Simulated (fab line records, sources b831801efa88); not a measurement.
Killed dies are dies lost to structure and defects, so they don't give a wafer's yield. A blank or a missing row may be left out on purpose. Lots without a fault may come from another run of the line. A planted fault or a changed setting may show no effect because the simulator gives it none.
Which tool did it? | flow sky130 | 12 lots, 36 wafers sampled, at 5 steps of a route of 708

WHAT THE GAUGES READ, wafer by wafer
SKY_SONOS_ONO_OVL_MEAS_14.
lot  | measured     | on         | SONOS_ONO_OVL (nm)
L532 | day 13 00:09 | overlay-02 | -1.0 -1.5 -0.4
L533 | day 13 03:21 | overlay-01 | 2.5 3.4 1.0
L534 | day 13 14:37 | overlay-01 | 1.1 1.8 3.8
L537 | day 14 17:40 | overlay-01 | -2.6 1.2 -2.4
L540 | day 15 20:36 | overlay-01 | 1.2 3.0 0.8
L542 | day 16 18:43 | overlay-01 | 2.5 -0.1 0.1
L547 | day 18 08:35 | overlay-02 | -3.4 -2.6 -3.1
L550 | day 19 17:23 | overlay-02 | -0.6 -1.8 0.1
L551 | day 20 02:26 | overlay-01 | 3.9 2.1 4.1
L552 | day 20 06:32 | overlay-02 | 2.3 3.2 2.6
L554 | day 20 08:33 | overlay-01 | -0.3 0.9 1.4
L553 | day 20 12:06 | overlay-02 | 0.7 0.8 0.6

SKY_GATE_OXIDE_TW_MEAS_14.
lot  | measured     | on            | GATE_OXIDE_TW
L532 | day 14 05:17 | film_metro-02 | 225.1 227.6 225.8
L533 | day 14 07:40 | film_metro-04 | 223.0 223.8 223.5
L534 | day 14 18:53 | film_metro-01 | 228.5 226.4 226.9
L537 | day 15 23:23 | film_metro-02 | 226.0 225.7 226.5
L540 | day 17 04:13 | film_metro-02 | 227.3 226.9 226.8
L542 | day 18 02:49 | film_metro-02 | 225.6 226.7 225.4
L547 | day 19 17:31 | film_metro-02 | 225.6 225.7 226.0
L550 | day 21 03:41 | film_metro-04 | 222.6 223.9 222.6
L551 | day 21 12:54 | film_metro-01 | 228.7 228.0 227.4
L552 | day 21 16:11 | film_metro-04 | 224.9 223.4 223.6
L554 | day 21 18:04 | film_metro-02 | 226.9 227.9 227.8
L553 | day 21 21:58 | film_metro-01 | 227.5 228.1 228.7

SKY_POLY_GATE_THK_MEAS_21.
lot  | measured     | on            | POLY_GATE_OXIDATION_THK (nm)
L532 | day 16 18:01 | film_metro-01 | 3.95 3.89 3.98
L533 | day 16 22:53 | film_metro-01 | 4.09 4.00 4.07
L534 | day 17 13:52 | film_metro-02 | 3.90 3.87 3.86
L537 | day 18 17:53 | film_metro-01 | 3.92 3.85 3.96
L540 | day 20 01:02 | film_metro-02 | 5.45 5.36 5.39
L542 | day 20 21:29 | film_metro-02 | 5.24 5.34 5.26
L547 | day 22 12:58 | film_metro-01 | 4.00 4.00 3.91
L550 | day 23 22:28 | film_metro-03 | 4.03 3.98 4.02
L551 | day 24 08:28 | film_metro-03 | 4.06 4.22 4.14
L552 | day 24 11:10 | film_metro-01 | 4.05 4.07 4.04
L554 | day 24 14:43 | film_metro-03 | 4.07 4.19 4.03
L553 | day 24 16:20 | film_metro-03 | 4.10 4.06 4.03

WHICH TOOL RAN EACH LOT (tool, then ch and the chambers of the sampled wafers, then the start)
lot  | SKY_SONOS_ONO_STRIP_17               | SKY_POLY_GATE_OXIDATION_20
L532 | plasma_asher-03 ch 0,1, day 13 00:17 | furnace-02 ch 0, day 16 16:46
L533 | plasma_asher-03 ch 0,1, day 13 03:30 | furnace-01 ch 0, day 16 21:38
L534 | plasma_asher-01 ch 0,1, day 13 14:45 | furnace-02 ch 0, day 17 12:31
L537 | plasma_asher-04 ch 0,1, day 14 17:50 | furnace-01 ch 0, day 18 16:37
L540 | plasma_asher-03 ch 0,1, day 15 20:44 | furnace-01 ch 0, day 19 23:46
L542 | plasma_asher-01 ch 0,1, day 16 18:51 | furnace-01 ch 0, day 20 20:14
L547 | plasma_asher-04 ch 0,1, day 18 08:49 | furnace-02 ch 0, day 22 11:43
L550 | plasma_asher-03 ch 0,1, day 19 17:32 | furnace-01 ch 0, day 23 21:13
L551 | plasma_asher-01 ch 0,1, day 20 02:35 | furnace-01 ch 0, day 24 07:11
L552 | plasma_asher-01 ch 0,1, day 20 06:41 | furnace-02 ch 0, day 24 09:55
L554 | plasma_asher-01 ch 0,1, day 20 08:41 | furnace-02 ch 0, day 24 13:28
L553 | plasma_asher-01 ch 0,1, day 20 12:14 | furnace-02 ch 0, day 24 15:04
- SKY_SONOS_ONO_STRIP_17: strips in O2/N2.
- SKY_POLY_GATE_OXIDATION_20: stabilise 600 s, purge 300 s, target thk 4 nm.

WHAT THE TOOLS THEMSELVES READ (means of the sampled wafers that have a number; where no wafer has one, the mark that the record gives instead)
SKY_SONOS_ONO_STRIP_17.
lot  | tool            | drypump_motor_current_A (A) | oes_product_au (a.u.) | strip_time_to_endpoint_s (s)
L532 | plasma_asher-03 | 6.15                        | 0.709                 | 14.10
L533 | plasma_asher-03 | 6.28                        | 0.714                 | 14.10
L534 | plasma_asher-01 | 5.88                        | 0.710                 | 14.12
L537 | plasma_asher-04 | 6.04                        | 0.711                 | 14.05
L540 | plasma_asher-03 | 6.15                        | 0.712                 | 14.05
L542 | plasma_asher-01 | 5.74                        | 0.709                 | 14.09
L547 | plasma_asher-04 | 6.06                        | 0.707                 | 14.05
L550 | plasma_asher-03 | 6.15                        | 0.709                 | 14.17
L551 | plasma_asher-01 | 5.90                        | 0.711                 | 14.15
L552 | plasma_asher-01 | 5.73                        | 0.713                 | 14.13
L554 | plasma_asher-01 | 5.88                        | 0.714                 | 14.17
L553 | plasma_asher-01 | 5.90                        | 0.709                 | 14.11

SKY_POLY_GATE_OXIDATION_20.
lot  | tool       | spike_tc_bottom_C (C) | spike_tc_centre_C (C) | spike_tc_lower_C (C) | spike_tc_top_C (C) | spike_tc_upper_C (C) | zone_power_centre_pct (%) | zone_power_lower_pct (%)
L532 | furnace-02 | 870.7                 | 851.0                 | 851.0                | 864.1              | 848.7                | 18.25                     | 15.3
L533 | furnace-01 | 867.4                 | 850.9                 | 849.3                | 858.5              | 847.4                | 18.77                     | 16.6
L534 | furnace-02 | 869.0                 | 851.0                 | 850.4                | 863.9              | 849.3                | 18.34                     | 15.4
L537 | furnace-01 | 867.5                 | 851.4                 | 849.3                | 858.5              | 846.9                | 18.70                     | 16.6
L540 | furnace-01 | 892.6                 | 875.9                 | 874.0                | 882.6              | 872.6                | 20.18                     | 17.8
L542 | furnace-01 | 893.0                 | 874.9                 | 873.9                | 882.3              | 871.4                | 19.65                     | 17.6
L547 | furnace-02 | 870.0                 | 851.1                 | 850.0                | 863.5              | 848.4                | 18.64                     | 15.3
L550 | furnace-01 | 867.9                 | 849.8                 | 849.4                | 858.2              | 848.0                | 18.74                     | 16.8
L551 | furnace-01 | 867.7                 | 850.4                 | 850.0                | 859.1              | 846.9                | 18.63                     | 16.8
L552 | furnace-02 | 869.9                 | 851.5                 | 850.8                | 863.1              | 849.1                | 18.62                     | 15.4
L554 | furnace-02 | 869.8                 | 850.5                 | 850.2                | 863.2              | 849.0                | 18.16                     | 15.4
L553 | furnace-02 | 870.5                 | 852.2                 | 851.2                | 864.2              | 849.1                | 18.27                     | 15.3

THE ANSWER, worked out from the rows above alone
Rule: what is usual is taken from the lots themselves. Put in order of their means at a reading, lots are off if they are a third of the lots or fewer, leave a main group of 4 or more, and stand apart from it by a gap of 3 or more times the standard deviation of the main group's means; of several such gaps the widest counts. A main group whose means are all the same, to the digits that the tables above print for the reading, isn't used. A lot without any number at a reading at which 4 lots or more have one is off too. The other lots that the step has rows for count as sound. The gauges are gone through in route order, then the tools' own readings, and for those a lot's mean is taken as printed above. The first step at which some lot is off is used, and at that step the reading that is off furthest; a lot without a number counts as furthest.
Off: L540, L542, at SKY_POLY_GATE_THK_MEAS_21 (POLY_GATE_OXIDATION_THK). The main group: mean 4.01 nm, standard deviation 0.081.
A tool fits if, at a process step before that reading, it ran every lot that is off, and no sound lot after the first of them. The gauges at SKY_POLY_GATE_THK_MEAS_21 aren't tried: what is off there is off at SKY_POLY_GATE_OXIDATION_20 too, on other tools, and a gauge's error can't cause that. None of those tried fits.

WHAT THE SIMULATOR HAD PUT IN
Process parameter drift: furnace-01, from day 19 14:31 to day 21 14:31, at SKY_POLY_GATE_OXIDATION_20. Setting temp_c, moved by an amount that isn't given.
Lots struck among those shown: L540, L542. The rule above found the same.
